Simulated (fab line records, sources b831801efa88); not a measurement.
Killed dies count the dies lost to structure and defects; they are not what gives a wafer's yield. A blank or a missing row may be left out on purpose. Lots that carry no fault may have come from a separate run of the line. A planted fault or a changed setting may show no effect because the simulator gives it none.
The tool behind it: which one? ; flow sky130 ; 10 lots with 30 wafers sampled at 4 steps, on a route of 708 steps

WHAT EACH GAUGE READ, for each wafer
SKY_CAPM_RS_MEAS_03: measurement is done with a four-point probe.
lot;measured;on;CAPM_TIN_RS (ohm/sq)
L139;day 36 13:13;filmMetro-02;6.84 6.94 7.02
L140;day 37 08:25;filmMetro-02;6.76 6.87 6.86
L145;day 38 19:10;filmMetro-01;6.97 6.90 6.95
L150;day 40 04:43;filmMetro-02;6.87 6.87 6.76
L151;day 40 10:14;filmMetro-01;6.84 6.67 6.64
L153;day 41 02:36;filmMetro-03;6.93 6.91 6.90
L154;day 41 08:31;filmMetro-01;6.93 6.77 6.93
L157;day 42 00:20;filmMetro-02;6.96 6.91 6.93
L160;day 43 09:47;filmMetro-01;6.94 6.88 6.94
L161;day 43 10:55;filmMetro-03;6.94 6.94 6.91

TOOL THAT RAN EACH LOT (tool first, then ch and the chambers of the sampled wafers, then the start)
lot;SKY_METAL2_SPUTTER_01;SKY_METAL3_SPUTTER_02;SKY_CAPM_SPUTTER_02
L139;pvdSputter-03, day 34 05:53;pvdSputter-03, day 36 12:53;pvdSputter-01, day 36 13:05
L140;pvdSputter-01, day 35 00:11;pvdSputter-03, day 37 08:07;pvdSputter-02, day 37 08:18
L145;pvdSputter-01, day 36 12:03;pvdSputter-04, day 38 18:52;pvdSputter-03, day 38 19:03
L150;pvdSputter-03, day 37 21:53;pvdSputter-03, day 40 04:26;pvdSputter-02, day 40 04:37
L151;pvdSputter-03, day 38 04:44;pvdSputter-03, day 40 09:55;pvdSputter-01, day 40 10:06
L153;pvdSputter-04, day 38 21:40;pvdSputter-04, day 41 02:17;pvdSputter-01, day 41 02:28
L154;pvdSputter-03, day 39 04:34;pvdSputter-04, day 41 08:13;pvdSputter-02, day 41 08:24
L157;pvdSputter-03, day 39 21:01;pvdSputter-02, day 42 00:00;pvdSputter-03, day 42 00:11
L160;pvdSputter-01, day 41 07:45;pvdSputter-02, day 43 09:28;pvdSputter-03, day 43 09:39
L161;pvdSputter-01, day 41 08:29;pvdSputter-02, day 43 10:37;pvdSputter-03, day 43 10:49
- SKY_METAL2_SPUTTER_01: material TiN, target thk 20 nm, time 16.7 s.
- SKY_METAL3_SPUTTER_02: material AlCu, target thk 735 nm, time 39.1 s.
- SKY_CAPM_SPUTTER_02: material TiN, target thk 200 nm, time 166.7 s.

THE ANSWER, worked out from the rows above alone
Rule: the lots themselves supply what counts as usual. The widest of any qualifying gaps counts: lots, ordered by their means at a reading, are off when they make up no more than a third of the lots, leave a main group of 4 or more, and stand apart from it by 3 or more times the standard deviation of that group's means. If all means in a main group match to the digits the tables above print for the reading, that group is not used. Also off: a lot with no number at a reading for which 4 or more lots have one. The other lots that the step has rows for count as sound.
Nothing can be told from this: no lot is off at any reading shown.

WHAT THE SIMULATOR HAD INSERTED
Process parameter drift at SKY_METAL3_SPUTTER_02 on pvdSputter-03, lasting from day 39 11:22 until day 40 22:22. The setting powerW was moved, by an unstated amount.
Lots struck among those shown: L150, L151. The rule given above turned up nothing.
